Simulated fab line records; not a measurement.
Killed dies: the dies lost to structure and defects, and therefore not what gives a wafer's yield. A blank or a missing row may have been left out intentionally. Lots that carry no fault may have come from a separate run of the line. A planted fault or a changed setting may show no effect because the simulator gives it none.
fab line records -- flow sky130
record: lots: 6, wafers: 18, lastDay: 51
route steps=708 shown METAL4@624 PAD_OPEN@708
lots that met no fault: taken from a fault-free run of the same line
startH: start of the lot's first displayed wafer, in hours after the record's first day -- waitH: hours from the lot's prior step to this one -- " unchanged from the row above -- L1.1+2: one row covering several wafers at once -- - value missing, or start not given -- * or withheld: withheld -- < > ~ a bound
route shown NAME@n: names a module that has steps shown in the file, with the first one's number in the route -- usual: mean/standard deviation of fault-free wafers -- same: alike in all rows -- chamber/n: place in a boat -- sites: each site's reading -- _std_site: the standard deviation of these -- _edge_site: mean of outer sites minus mean of inner sites -- radiusMm: how far each site lies from the wafer's centre -- mask NAME#n: copy n -- behind: the most recent tool/chamber to have shaped the wafer -- hold: what put the lot on hold/how long, in hours/how the hold closed -- device: whichever transistor did not switch (one of n, p or np) -- end of line: the tests these same wafers got at the end of their route -- a step given without rows: its recipe and nothing more -- killed: dies lost to structure and defects at the first sort, not the wafer's yield -- map: a wafer's dies, marking killed ones x, the rest . and places with no die _
set.NAME: the run value of the setting; set.NAME@STEP: its run value at that earlier step -- model.NAME: the simulator's own value behind a step, which no gauge read
lots seen at some steps along the route; tables by step, rows by wafer
services: when a tool's chamber went out of use (startH, in hours from the record's first day, below 0 if earlier), for how many hours, and the reason
== steps ==
step: SKY_METAL4_COAT_08
recipe: resist: KrF-thick, spinRpm: 3000, resistThkNm: 1120
step: SKY_METAL4_SOFTBAKE_09
recipe: tempC: 100, timeS: 90, resist: KrF-thick
step: SKY_METAL4_EXPOSE_10
recipe: maskId: MM4, na: 0.68, sourceShape: annular, sigmaInner: 0.4, sigmaOuter: 0.8, targetCdNm: 300, doseMj: 28
step: SKY_METAL4_PEB_11
recipe: pebTempC: withheld, pebTimeS: withheld, resist: KrF-thick
step: SKY_METAL4_DEVELOP_12
recipe: developTimeS: 60, resist: KrF-thick, devTempC: 21
step: SKY_METAL4_CD_MEAS_13
recipe: targetCdNm: 300
usual: cdNm: 299.7/1.5
lot.wafer,tool,chamber,startH,waitH,cdNm
L295.1,cdSem-01,-,1041.62,-,300.2
L295.2,cdSem-01,-,1041.62,-,300.5
L295.3,cdSem-01,-,1041.62,-,300.7
L305.1,cdSem-01,-,1096.06,-,298.9
L305.3,cdSem-01,-,1096.06,-,300.0
L305.5,cdSem-01,-,1096.06,-,298.5
L306.4,cdSem-02,-,1108.38,-,300.9
L306.5,cdSem-02,-,1108.38,-,301.0
L306.6,cdSem-02,-,1108.38,-,300.5
L310.2,cdSem-01,-,1131.31,-,301.1
L310.5,cdSem-01,-,1131.31,-,300.1
L310.6,cdSem-01,-,1131.31,-,300.3
L311.1,cdSem-01,-,1131.56,-,297.3
L311.2,cdSem-01,-,1131.56,-,298.5
L311.4,cdSem-01,-,1131.56,-,298.2
L313.1,cdSem-01,-,1145.77,-,298.4
L313.3,cdSem-01,-,1145.77,-,297.3
L313.6,cdSem-01,-,1145.77,-,298.1
step: SKY_METAL4_OVL_MEAS_14
usual: METAL4_OVL: -1/6.3
lot.wafer,tool,chamber,startH,waitH,METAL4_OVL[nm]
L295.1,overlay-01,-,1041.74,0.1,-6
L295.2,overlay-01,-,1041.74,0.1,-5
L295.3,overlay-01,-,1041.74,0.1,-2
L305.1,overlay-01,-,1096.18,0.1,-6
L305.3,overlay-01,-,1096.18,0.1,-1
L305.5,overlay-01,-,1096.18,0.1,2
L306.4,overlay-01,-,1108.45,0.1,1
L306.5,overlay-01,-,1108.45,0.1,4
L306.6,overlay-01,-,1108.45,0.1,-1
L310.2,overlay-01,-,1131.42,0.1,-6
L310.5,overlay-01,-,1131.42,0.1,-10
L310.6,overlay-01,-,1131.42,0.1,-9
L311.1,overlay-01,-,1131.68,0.1,5
L311.2,overlay-01,-,1131.68,0.1,-2
L311.4,overlay-01,-,1131.68,0.1,-2
L313.1,overlay-02,-,1145.89,0.1,4
L313.3,overlay-02,-,1145.89,0.1,2
L313.6,overlay-02,-,1145.89,0.1,7
step: SKY_METAL4_DESCUM_15
recipe: chemistry: O2, sourcePowerW: 150, biasPowerW: 0, pressureMtorr: 10, tempC: 40, timeS: 8
usual: drypumpMotorCurrentA: 5.8/0.48, oesProductAu: 0.995/0.01
lot.wafer,tool,chamber,startH,waitH,drypumpMotorCurrentA,oesProductAu,rfHoursCounterH
L295.1,rieMetal-01,0,1041.77,0.0,6.4,1.022,20
L295.2,rieMetal-01,1,1041.77,0.0,6.0,0.987,13
L295.3,rieMetal-01,1,1041.77,0.0,6.0,0.983,-
L305.1,rieMetal-01,1,1096.21,0.0,6.0,0.985,18
L305.3,rieMetal-01,0,1096.21,0.0,6.4,1.016,-
L305.5,rieMetal-01,1,1096.21,0.0,6.0,0.988,-
L306.4,rieMetal-01,0,1108.48,0.0,6.4,1.006,-
L306.5,rieMetal-01,0,1108.48,0.0,6.4,1.010,-
L306.6,rieMetal-01,1,1108.48,0.0,6.0,0.982,-
L310.2,rieMetal-04,0,1131.45,0.0,6.4,0.986,0
L310.5,rieMetal-04,1,1131.45,0.0,5.4,1.010,-
L310.6,rieMetal-04,0,1131.45,0.0,6.4,0.994,-
L311.1,rieMetal-01,0,1131.71,0.0,6.4,0.999,3
L311.2,rieMetal-01,1,1131.71,0.0,6.0,0.984,20
L311.4,rieMetal-01,0,1131.71,0.0,6.4,1.001,-
L313.1,rieMetal-04,0,1145.92,0.0,6.3,0.979,1
L313.3,rieMetal-04,1,1145.92,0.0,5.5,0.992,-
L313.6,rieMetal-04,1,1145.92,0.0,5.4,0.990,-
step: SKY_METAL4_ETCH_16
recipe: chemistry: N2/H2, target: BARC, ionEnergyEv: 200, biasW: 100, pressureMtorr: 30, n2FlowSccm: 100, h2FlowSccm: 200, icpW: 500, stopOn: SiO2, timeS: 88.2, targetDepthA: 600
usual: drypumpMotorCurrentA: 5.9/0.48, oesProductAu: 0.626/0.0053, throttleValvePct: 13.205/0.0086
lot.wafer,tool,chamber,startH,waitH,drypumpMotorCurrentA,oesProductAu,rfHoursCounterH,throttleValvePct
L295.1,rieMetal-01,0,1041.80,0.0,6.4,0.628,20,13.196
L295.2,rieMetal-01,1,1041.80,0.0,6.0,0.627,13,13.219
L295.3,rieMetal-01,1,1041.80,0.0,6.1,0.626,-,13.200
L305.1,rieMetal-01,1,1096.25,0.0,6.0,0.632,18,13.202
L305.3,rieMetal-01,0,1096.25,0.0,6.5,0.628,-,13.199
L305.5,rieMetal-01,1,1096.25,0.0,6.0,0.623,-,13.212
L306.4,rieMetal-01,0,1108.54,0.0,6.4,0.632,-,13.212
L306.5,rieMetal-01,0,1108.54,0.0,6.5,0.618,-,13.204
L306.6,rieMetal-01,1,1108.54,0.0,6.0,0.635,-,13.208
L310.2,rieMetal-04,0,1131.48,0.0,6.4,0.622,0,13.219
L310.5,rieMetal-04,1,1131.48,0.0,5.5,0.625,-,13.208
L310.6,rieMetal-04,0,1131.48,0.0,6.4,0.624,-,13.202
L311.1,rieMetal-01,0,1131.75,0.0,6.5,0.627,3,13.201
L311.2,rieMetal-01,1,1131.75,0.0,6.0,0.618,20,13.211
L311.4,rieMetal-01,0,1131.75,0.0,6.4,0.627,-,13.199
L313.1,rieMetal-04,0,1145.95,0.0,6.4,0.624,1,13.197
L313.3,rieMetal-04,1,1145.95,0.0,5.5,0.627,-,13.193
L313.6,rieMetal-04,1,1145.95,0.0,5.4,0.622,-,13.207
step: SKY_METAL4_ETCH_17
recipe: target: SiO2, stopOn: TiN, chemistry: C4F8/O2/Ar, sourceW: 1500, biasW: 1200, pressureMtorr: 40, c4f8FlowSccm: withheld, O2_flow_sccm: 6, Ar_flow_sccm: 300, timeS: 3.9, targetDepthA: 150
usual: oesProductAu: 0.754/0.0074
lot.wafer,tool,chamber,startH,waitH,oesProductAu,rfHoursCounterH
L295.1,rieDiel-02,2,1041.90,0.1,0.758,7
L295.2,rieDiel-02,0,1041.90,0.1,0.749,3
L295.3,rieDiel-02,1,1041.90,0.1,0.750,14
L305.1,rieDiel-01,2,1096.34,0.1,0.756,10
L305.3,rieDiel-01,1,1096.34,0.1,0.746,19
L305.5,rieDiel-01,0,1096.34,0.1,0.754,-
L306.4,rieDiel-02,1,1108.60,0.0,0.761,16
L306.5,rieDiel-02,2,1108.60,0.0,0.762,-
L306.6,rieDiel-02,1,1108.60,0.0,0.757,-
L310.2,rieDiel-02,2,1131.58,0.1,0.746,10
L310.5,rieDiel-02,1,1131.58,0.1,0.759,-
L310.6,rieDiel-02,2,1131.58,0.1,0.751,-
L311.1,rieDiel-01,1,1131.84,0.1,0.746,20
L311.2,rieDiel-01,3,1131.84,0.1,0.749,6
L311.4,rieDiel-01,2,1131.84,0.1,0.761,11
L313.1,rieDiel-01,2,1146.05,0.1,0.755,12
L313.3,rieDiel-01,1,1146.05,0.1,0.757,20
L313.6,rieDiel-01,3,1146.05,0.1,0.762,-
step: SKY_METAL4_METAL_ETCH_18
recipe: targetDepthA: 8450, stopOn: SiO2, overEtchFrac: 0.3, timeS: 183.1, chemistry: Cl2/BCl3, resistSidewallDeg: 88, pressureMtorr: 10, icpW: 900, biasW: 48.5, Cl2_flow_sccm: 60, bcl3FlowSccm: 30
usual: drypumpMotorCurrentA: 5.8/0.51, oesProductAu: 0.866/0.0067, throttleValvePct: 22.265/0.0093
lot.wafer,tool,chamber,startH,waitH,drypumpMotorCurrentA,oesProductAu,rfHoursCounterH,throttleValvePct
L295.1,rieMetal-04,1,1041.92,0.0,5.5,0.864,18,22.258
L295.2,rieMetal-04,0,1041.92,0.0,6.4,0.869,22,22.256
L295.3,rieMetal-04,1,1041.92,0.0,5.5,0.870,-,22.258
L305.1,rieMetal-04,1,1096.36,0.0,5.5,0.862,21,22.270
L305.3,rieMetal-04,1,1096.36,0.0,5.4,0.859,-,22.257
L305.5,rieMetal-04,0,1096.36,0.0,6.4,0.866,-,22.259
L306.4,rieMetal-03,0,1108.68,0.1,5.8,0.858,-,22.262
L306.5,rieMetal-03,0,1108.68,0.1,5.8,0.853,-,22.271
L306.6,rieMetal-03,1,1108.68,0.1,5.1,0.870,-,22.269
L310.2,rieMetal-03,0,1131.60,0.0,5.9,0.869,31,22.275
L310.5,rieMetal-03,1,1131.60,0.0,5.0,0.870,-,22.276
L310.6,rieMetal-03,0,1131.60,0.0,5.8,0.868,-,22.268
L311.1,rieMetal-04,0,1131.86,0.0,6.4,0.871,0,22.262
L311.2,rieMetal-04,1,1131.86,0.0,5.5,0.866,25,22.260
L311.4,rieMetal-04,1,1131.86,0.0,5.5,0.852,-,22.272
L313.1,rieMetal-03,1,1146.07,0.0,5.0,0.864,21,22.274
L313.3,rieMetal-03,1,1146.07,0.0,5.1,0.852,-,22.277
L313.6,rieMetal-03,1,1146.07,0.0,5.1,0.870,-,22.265
step: SKY_METAL4_STRIP_19
recipe: chemistry: O2/N2, powerW: 1400, pressureMtorr: 1500, platenTempC: withheld, o2FlowSccm: 3000, n2FlowSccm: 300, overashFraction: 0.5
usual: chamberPressureMTorr: 1499.8/1.4, drypumpMotorCurrentA: 5.80/0.24, oesProductAu: 0.495/0.0058, stripTimeToEndpointS: 6.37/0.079
same: overashFraction: 0.5
lot.wafer,tool,chamber,startH,waitH,chamberPressureMTorr,drypumpMotorCurrentA,oesProductAu,rfHoursCounterH,stripTimeToEndpointS
L295.1,plasmaAsher-04,1,1042.10,0.1,1498.6,5.74,0.498,93,6.37
L295.2,plasmaAsher-04,0,1042.10,0.1,1498.6,6.04,0.490,93,6.31
L295.3,plasmaAsher-04,1,1042.10,0.1,1501.2,5.75,0.495,-,6.39
L305.1,plasmaAsher-04,1,1096.54,0.1,1500.2,5.76,0.496,99,6.43
L305.3,plasmaAsher-04,0,1096.54,0.1,1502.4,6.02,0.495,-,6.39
L305.5,plasmaAsher-04,0,1096.54,0.1,1499.4,6.00,0.504,-,6.39
L306.4,plasmaAsher-02,0,1108.83,0.1,1499.9,6.00,0.500,-,6.46
L306.5,plasmaAsher-02,0,1108.83,0.1,1500.3,5.93,0.500,-,6.49
L306.6,plasmaAsher-02,1,1108.83,0.1,1501.5,5.73,0.495,-,6.41
L310.2,plasmaAsher-02,0,1131.78,0.1,1498.2,5.95,0.493,7,6.37
L310.5,plasmaAsher-02,1,1131.78,0.1,1498.2,5.71,0.495,-,6.37
L310.6,plasmaAsher-02,0,1131.78,0.1,1499.8,5.96,0.501,-,6.37
L311.1,plasmaAsher-03,1,1132.07,0.1,1500.6,5.18,0.492,72,6.38
L311.2,plasmaAsher-03,0,1132.07,0.1,1499.1,5.84,0.490,72,6.31
L311.4,plasmaAsher-03,1,1132.07,0.1,1498.7,5.22,0.500,-,6.41
L313.1,plasmaAsher-02,0,1146.43,0.3,1499.6,5.95,0.493,8,6.35
L313.3,plasmaAsher-02,1,1146.43,0.3,1501.0,5.69,0.487,-,6.36
L313.6,plasmaAsher-02,1,1146.43,0.3,1498.3,5.72,0.500,-,6.40
step: SKY_METAL4_STRIP_20
recipe: chemistry: postEtchResidueRemover, timeS: 1200, tempC: 72.5
usual: bathGuardTempC: 72.5/0.44, bathHeatDutyPct: 14.7/1.7
lot.wafer,tool,chamber,startH,waitH,bathGuardTempC,bathHeatDutyPct
L295.1,wetBench-01,3,1042.20,0.1,72.8,19.9
L295.2,wetBench-01,3,1042.20,0.1,72.9,18.6
L295.3,wetBench-01,3,1042.20,0.1,72.7,17.8
L305.1,wetBench-04,2,1096.64,0.1,-,-
L305.3,wetBench-04,2,1096.64,0.1,-,-
L305.5,wetBench-04,2,1096.64,0.1,-,-
L306.4,wetBench-04,1,1108.90,0.0,-,-
L306.5,wetBench-04,1,1108.90,0.0,-,-
L306.6,wetBench-04,1,1108.90,0.0,-,-
L310.2,wetBench-04,3,1131.88,0.1,72.2,17.1
L310.5,wetBench-04,3,1131.88,0.1,72.2,14.9
L310.6,wetBench-04,3,1131.88,0.1,72.0,15.2
L311.1,wetBench-01,1,1132.17,0.1,72.0,15.5
L311.2,wetBench-01,1,1132.17,0.1,72.2,16.4
L311.4,wetBench-01,1,1132.17,0.1,72.2,15.5
L313.1,wetBench-03,0,1146.53,0.1,72.4,13.9
L313.3,wetBench-03,0,1146.53,0.1,72.9,12.2
L313.6,wetBench-03,0,1146.53,0.1,72.2,12.0
step: SKY_METAL4_CLEAN_21
recipe: chemistry: IPA, timeS: 180, tempC: 25
step: SKY_PAD_OPEN_PROBE_99
usual: defectLimitedYield: 82.8/2, killed_at_M0_to_M3: 43/6.8, killed_at_M4_up: 3.3/1.9, killedAtContacts: 24/5.3, killedAtFrontEnd: 14/4.3, killedDies: 85/9.8, killedOnRim: 17/3.9, killedOpen: 46/8, killedShort: 39/5.9, sort_bin_3_pad_short: 0.8/0.39, sort_bin_5_function: 10.2/1.5, sort_bin_6_memory: 6.2/1.2, sortNPass: 407/9.8, sortYieldPct: 82.8/2
same: grossDies: 492, killedAtBackSide: 0, killedAtOther: 0, sort_bin_4_leakage[%]: 0, sort_bin_8_speed[%]: 0
lot.wafer,tool,chamber,startH,waitH,defectLimitedYield[%],killed_at_M0_to_M3,killed_at_M4_up,killedAtContacts,killedAtFrontEnd,killedDies,killedOnRim,killedOpen,killedShort,sort_bin_3_pad_short[%],sort_bin_5_function[%],sort_bin_6_memory[%],sortNPass,sortYieldPct[%],model.etest.met4Comb.leakLog10AUm,model.etest.via4Chain.rcOhm
L295.1,prober-01,-,1134.21,0.1,86.4,36,3,22,6,67,8,40,27,0.4,8.9,4.3,425,86.4,-12.07,0.8188
L295.2,prober-01,-,1134.26,0.1,85.8,42,1,21,6,70,14,35,35,1.0,8.1,5.1,422,85.8,-12.1,0.7824
L295.3,prober-01,-,1134.31,0.2,81.9,42,5,30,12,89,13,50,39,1.2,9.3,7.5,403,81.9,-11.99,0.8311
L305.1,prober-01,-,1182.75,0.1,84.3,42,1,17,17,77,19,45,32,0.8,8.9,5.9,415,84.3,-11.72,0.811
L305.3,prober-01,-,1182.85,0.2,80.3,41,4,27,25,97,12,49,48,0.8,11.8,7.1,395,80.3,-11.52,0.8167
L305.5,prober-01,-,1182.95,0.2,85.2,31,5,23,14,73,19,37,36,0.2,9.6,5.1,419,85.2,-11.46,0.8158
L306.4,prober-02,-,1191.58,0.2,82.1,35,7,33,13,88,12,51,37,0.4,9.6,7.9,404,82.1,-11.49,0.8491
L306.5,prober-02,-,1191.63,0.2,83.9,42,1,18,18,79,10,41,38,1.6,9.8,4.7,413,83.9,-11.66,0.8239
L306.6,prober-02,-,1191.68,0.2,82.9,41,3,25,15,84,22,48,36,0.4,10.8,5.9,408,82.9,-11.65,0.8692
L310.2,prober-02,-,1210.11,0.1,83.3,41,3,26,12,82,14,45,37,1.0,9.8,5.9,410,83.3,-11.94,0.8058
L310.5,prober-02,-,1210.26,0.2,84.8,42,2,23,8,75,18,41,34,0.6,8.5,6.1,417,84.8,-12.01,0.813
L310.6,prober-02,-,1210.31,0.2,82.3,42,3,23,19,87,20,48,39,0.6,11.6,5.5,405,82.3,-12.05,0.8096
L311.1,prober-01,-,1210.83,0.1,84.8,47,3,15,10,75,15,31,44,1.2,8.7,5.3,417,84.8,-12,0.8271
L311.2,prober-01,-,1210.88,0.1,80.5,63,4,18,11,96,17,53,43,0.2,13.4,5.9,396,80.5,-12.09,0.8025
L311.4,prober-01,-,1210.98,0.2,81.9,50,6,21,12,89,20,48,41,0.8,10.0,7.3,403,81.9,-12.21,0.7901
L313.1,prober-01,-,1220.17,0.1,84.3,34,4,20,19,77,14,38,39,0.8,8.3,6.5,415,84.3,-11.85,0.7986
L313.3,prober-01,-,1220.27,0.2,86.4,38,3,17,9,67,18,36,31,0.8,8.1,4.7,425,86.4,-11.86,0.7969
L313.6,prober-01,-,1220.42,0.2,85.6,40,4,16,11,71,16,36,35,1.4,7.9,5.1,421,85.6,-11.85,0.7766
killed by level:class
L295.1 VIA1:geometricParticle:open=13 LI_CONTACT:geometricParticle:open=9 CONTACT:geometricParticle:open=5 VIA3:geometricParticle:short=5 CONTACT:geometricParticle:short=4 METAL1:geometricParticle:short=4 VIA2:geometricParticle:open=4 VIA2:geometricParticle:short=3
L295.2 VIA1:geometricParticle:open=13 METAL1:geometricParticle:short=7 CONTACT:geometricParticle:open=7 METAL2:geometricParticle:short=6 VIA1:geometricParticle:short=5 VIA2:geometricParticle:open=5 CONTACT:geometricParticle:short=4 LI_CONTACT:geometricParticle:short=3
L295.3 VIA1:geometricParticle:open=11 LI_CONTACT:geometricParticle:open=10 VIA3:geometricParticle:open=8 CONTACT:geometricParticle:short=7 LOCAL_INTERCONNECT:geometricParticle:short=5 METAL2:geometricParticle:short=5 LI_CONTACT:geometricParticle:short=4 POLY_GATE:geometricParticle:short=4
L305.1 VIA1:geometricParticle:open=9 VIA3:geometricParticle:open=7 LI_CONTACT:geometricParticle:open=7 CONTACT:geometricParticle:open=7 METAL2:geometricParticle:short=7 POLY_GATE:geometricParticle:open=6 VIA1:geometricParticle:short=5 VIA2:geometricParticle:open=5
L305.3 VIA1:geometricParticle:open=12 LI_CONTACT:geometricParticle:open=11 FIELD_ISO:geometricParticle:short=7 METAL1:geometricParticle:short=7 CONTACT:geometricParticle:short=6 FIELD_ISO:geometricParticle:open=5 LI_CONTACT:geometricParticle:short=5 POLY_GATE:geometricParticle:open=4
L305.5 CONTACT:geometricParticle:open=11 VIA1:geometricParticle:open=8 FIELD_ISO:geometricParticle:short=5 LI_CONTACT:geometricParticle:open=5 METAL2:geometricParticle:short=5 METAL4:geometricParticle:short=5 VIA3:geometricParticle:open=4 LOCAL_INTERCONNECT:geometricParticle:short=4
L306.4 CONTACT:geometricParticle:open=14 VIA1:geometricParticle:open=12 LI_CONTACT:geometricParticle:open=7 CONTACT:geometricParticle:short=7 VIA1:geometricParticle:short=6 VIA3:geometricParticle:open=6 METAL2:geometricParticle:short=5 FIELD_ISO:geometricParticle:short=4
L306.5 FIELD_ISO:geometricParticle:open=10 METAL1:geometricParticle:short=9 VIA2:geometricParticle:open=6 LI_CONTACT:geometricParticle:open=5 CONTACT:geometricParticle:open=5 CONTACT:geometricParticle:short=5 VIA1:geometricParticle:open=5 METAL2:geometricParticle:short=5
L306.6 VIA1:geometricParticle:open=12 CONTACT:geometricParticle:open=10 VIA3:geometricParticle:open=8 CONTACT:geometricParticle:short=6 VIA1:geometricParticle:short=6 FIELD_ISO:geometricParticle:open=4 POLY_GATE:geometricParticle:short=4 LI_CONTACT:geometricParticle:open=4
L310.2 VIA1:geometricParticle:open=10 CONTACT:geometricParticle:open=9 LI_CONTACT:geometricParticle:open=8 VIA2:geometricParticle:open=7 LI_CONTACT:geometricParticle:short=5 POLY_GATE:geometricParticle:open=5 METAL1:geometricParticle:short=5 VIA1:geometricParticle:short=5
L310.5 VIA1:geometricParticle:open=9 LI_CONTACT:geometricParticle:open=7 CONTACT:geometricParticle:open=7 VIA2:geometricParticle:open=6 VIA2:geometricParticle:short=5 LOCAL_INTERCONNECT:geometricParticle:short=5 VIA3:geometricParticle:open=4 LI_CONTACT:geometricParticle:short=4
L310.6 CONTACT:geometricParticle:open=9 VIA3:geometricParticle:open=8 VIA1:geometricParticle:open=7 FIELD_ISO:geometricParticle:short=6 VIA2:geometricParticle:open=6 SPACER:geometricParticle:open=5 LI_CONTACT:geometricParticle:open=5 METAL2:geometricParticle:short=5
L311.1 METAL2:geometricParticle:short=8 CONTACT:geometricParticle:open=7 VIA2:geometricParticle:open=6 VIA3:geometricParticle:open=5 VIA1:geometricParticle:short=5 VIA1:geometricParticle:open=5 VIA2:geometricParticle:short=5 LOCAL_INTERCONNECT:geometricParticle:short=4
L311.2 VIA1:geometricParticle:open=16 VIA3:geometricParticle:open=10 VIA1:geometricParticle:short=7 VIA2:geometricParticle:open=7 VIA3:geometricParticle:short=6 CONTACT:geometricParticle:open=6 METAL2:geometricParticle:short=6 CONTACT:geometricParticle:short=4
L311.4 CONTACT:geometricParticle:open=13 VIA1:geometricParticle:open=11 VIA3:geometricParticle:open=10 METAL2:geometricParticle:short=7 VIA2:geometricParticle:open=5 METAL4:geometricParticle:short=5 FIELD_ISO:geometricParticle:short=4 CONTACT:geometricParticle:short=4
L313.1 CONTACT:geometricParticle:open=9 VIA1:geometricParticle:open=8 POLY_GATE:geometricParticle:short=7 METAL1:geometricParticle:short=7 LI_CONTACT:geometricParticle:open=4 POLY_GATE:geometricParticle:open=4 SPACER:geometricParticle:short=4 VIA3:geometricParticle:open=3
L313.3 VIA1:geometricParticle:open=9 METAL1:geometricParticle:short=6 LOCAL_INTERCONNECT:geometricParticle:short=5 CONTACT:geometricParticle:open=5 POLY_GATE:geometricParticle:open=4 LI_CONTACT:geometricParticle:open=4 VIA2:geometricParticle:open=4 METAL2:geometricParticle:short=4
L313.6 VIA1:geometricParticle:open=9 CONTACT:geometricParticle:open=7 METAL1:geometricParticle:short=7 FIELD_ISO:geometricParticle:short=6 VIA3:geometricParticle:open=6 VIA2:geometricParticle:open=5 CONTACT:geometricParticle:short=4 METAL2:geometricParticle:short=4
== services ==
tool,chamber,startH,hours,kind
rieDiel-01,1,1020.60,18.3,repair
rieDiel-01,2,1023.12,3.8,repair
wetBench-03,-,1024.83,53.6,pm
wetBench-04,-,1033.61,1.9,pm
rieMetal-01,1,1053.57,9.2,repair
plasmaAsher-02,-,1055.25,9.0,pm
plasmaAsher-02,0,1055.25,9.0,ventCycle
plasmaAsher-02,1,1055.25,9.0,ventCycle
rieDiel-02,3,1059.08,1.8,repair
rieMetal-04,1,1061.51,4.9,repair
rieMetal-01,0,1062.76,-,clean
rieMetal-01,0,1062.76,23.7,scheduledDown
rieMetal-01,0,1062.76,23.7,ventCycle
rieDiel-01,1,1063.39,18.1,repair
plasmaAsher-02,0,1064.25,-,clean
plasmaAsher-02,1,1064.25,-,clean
wetBench-01,-,1083.00,31.1,pm
rieDiel-01,2,1085.65,4.3,repair
rieDiel-01,1,1088.68,1.8,repair
rieMetal-04,0,1107.28,-,clean
rieMetal-04,0,1107.28,23.8,scheduledDown
rieMetal-04,0,1107.28,23.8,ventCycle
rieMetal-04,-,1115.26,0.7,repair
rieDiel-01,-,1136.05,10.0,pm
== key ==
firstSign: step: SKY_METAL4_STRIP_20, reading: toolRecord, direction: missing
effect none on later readings
modelEffect: step: SKY_PAD_OPEN_PROBE_99, value: etest.met4Comb.leakLog10AUm, without: -11.99, struck: -11.59
metAt SKY_METAL4_STRIP_20
struckWafers L305.1,L305.3,L305.5,L306.4,L306.5,L306.6
fault: kind: skippedStepWhole, tool: wetBench-04, chamber: -, onsetH: 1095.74, steps: SKY_METAL4_STRIP_20, scope: struckLotsOnly
